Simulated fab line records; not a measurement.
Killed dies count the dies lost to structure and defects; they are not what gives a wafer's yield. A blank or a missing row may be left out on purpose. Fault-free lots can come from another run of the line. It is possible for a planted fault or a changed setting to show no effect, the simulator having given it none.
Struck lot and sound lot, side by side :: flow gf180mcu :: 22 out of 602 route steps
Sound: wafers L567.1, L567.4, L567.6. The struck wafers were L578.1, L578.3, L578.4. The cause is named last.
For every step that has rows: the tool of each side, followed by ch and its chambers, followed by its first start. Under that, the readings that differ: sound wafers :: struck wafers :: difference of the means :: sigmas: that difference in standard deviations of wafers without a fault.
alike: words and numbers the same on both sides, and readings whose means are apart by under 2 such deviations; not compared: readings that were withheld, readings missing a value for some wafer, numbers with overlapping values and no deviation given by the record, and bounds like >300 which may hide the same value.
The two part at a step that has a row with sigmas, a row that says differs or no value, or rows on one side only. Numbers that have no deviation but don't overlap get no sigmas and don't part them. A reading that every wafer of one side lacks parts them only if that side has two wafers or more.

first, 5 steps without rows for these wafers: GF_MVPSD_COAT_02 (resist thk 3000 nm); GF_MVPSD_SOFTBAKE_03; GF_MVPSD_EXPOSE_04 (exposes mask MVPSD, target cd 1000 nm); GF_MVPSD_PEB_05; GF_MVPSD_DEVELOP_06 (develop time 60 s).
GF_MVPSD_OVL_MEAS_07:
  sound on overlay-02, day 6 08:37; struck on overlay-01, day 8 23:19
  alike: MVPSD_OVL
then, 2 steps without rows for these wafers: GF_MVPSD_IMPLANT_08; GF_MVPSD_IMPLANT_09.
GF_MVPSD_STRIP_10: strips in O2/N2.
  sound on plasma-asher-04 ch 0,1, day 6 08:56; struck on plasma-asher-04 ch 0,1, day 8 23:38
  alike: drypump-motor-current-A, heater-power-w, oes-product-au, platen-temp-c, strip-time-to-endpoint-s
  not compared: rf-hours-counter-h
GF_MVPSD_TW_MEAS_11:
  sound on film-metro-03, day 6 09:02; struck on film-metro-01, day 8 23:44
reading: MVPSD_TW
sound: 541 541 539
struck: 557 558 563
difference: +19
sigmas: +2
then, 2 steps without rows for these wafers: GF_VT_IMPLANT_DEHYDRATE_00 (time 60 s); GF_VT_IMPLANT_HMDS_01 (prime time 60 s).
GF_VT_IMPLANT_COAT_02: resist thk 1000 nm.
  sound on litho-track-04 ch 0, day 6 16:13; struck on litho-track-04 ch 0, day 9 07:46
reading: spin-speed-rpm (rpm)
sound: 3001.1 3001.5 3003.1
struck: 2938.4 2937.0 2939.1
difference: -63.7
sigmas: -40

reading: model.NOVOLAK_of_VT_IMPLANT_COAT_02.thk-nm (nm)
sound: 1001 1001 1002
struck: 1009 1011 1012
difference: +9
sigmas: 
  alike: chill-plate-temp-C, dispense-pressure-kPa
then, 3 steps without rows for these wafers: GF_VT_IMPLANT_SOFTBAKE_03 (time 60 s); GF_VT_IMPLANT_EXPOSE_04 (exposes mask LVPWELL LV AREA, target cd 600 nm); GF_VT_IMPLANT_PEB_05.
GF_VT_IMPLANT_DEVELOP_06: develop time 60 s.
  sound on litho-track-04 ch 0, day 6 23:28; struck on litho-track-03 ch 0, day 9 16:24
reading: model.NOVOLAK_of_VT_IMPLANT_COAT_02.thk-nm (nm)
sound: 1001 1001 1002
struck: 1009 1011 1012
difference: +9
sigmas: 
  alike: chill-plate-temp-C
GF_VT_IMPLANT_OVL_MEAS_07:
  sound on overlay-02, day 6 23:37; struck on overlay-01, day 9 16:33
  alike: VT_IMPLANT_OVL
following that, these wafers have no rows for 1 step: GF_VT_IMPLANT_IMPLANT_08.
GF_VT_IMPLANT_STRIP_09: strips in O2/N2.
  sound on plasma-asher-03 ch 0,1, day 6 23:48; struck on plasma-asher-02 ch 0,1, day 9 16:44
reading: strip-time-to-endpoint-s (s)
sound: 12.64 12.64 12.65
struck: 12.73 12.76 12.77
difference: +0.11
sigmas: +3
  alike: drypump-motor-current-A, heater-power-w, oes-product-au, platen-temp-c
  not compared: rf-hours-counter-h
GF_VT_IMPLANT_TW_MEAS_10:
  sound on film-metro-02, day 6 23:54; struck on film-metro-02, day 9 16:50
  alike: VT_IMPLANT_TW
following that, these wafers have no rows for 1 step: GF_PASSIVATION_PROBE_99.

== WHERE THEY PART ==
Last at GF_VT_IMPLANT_STRIP_09 as far as this record goes, first at GF_MVPSD_TW_MEAS_11. Later steps at which nothing parts them and some readings are alike: GF_VT_IMPLANT_TW_MEAS_10.

WHY: the cause the simulator had injected
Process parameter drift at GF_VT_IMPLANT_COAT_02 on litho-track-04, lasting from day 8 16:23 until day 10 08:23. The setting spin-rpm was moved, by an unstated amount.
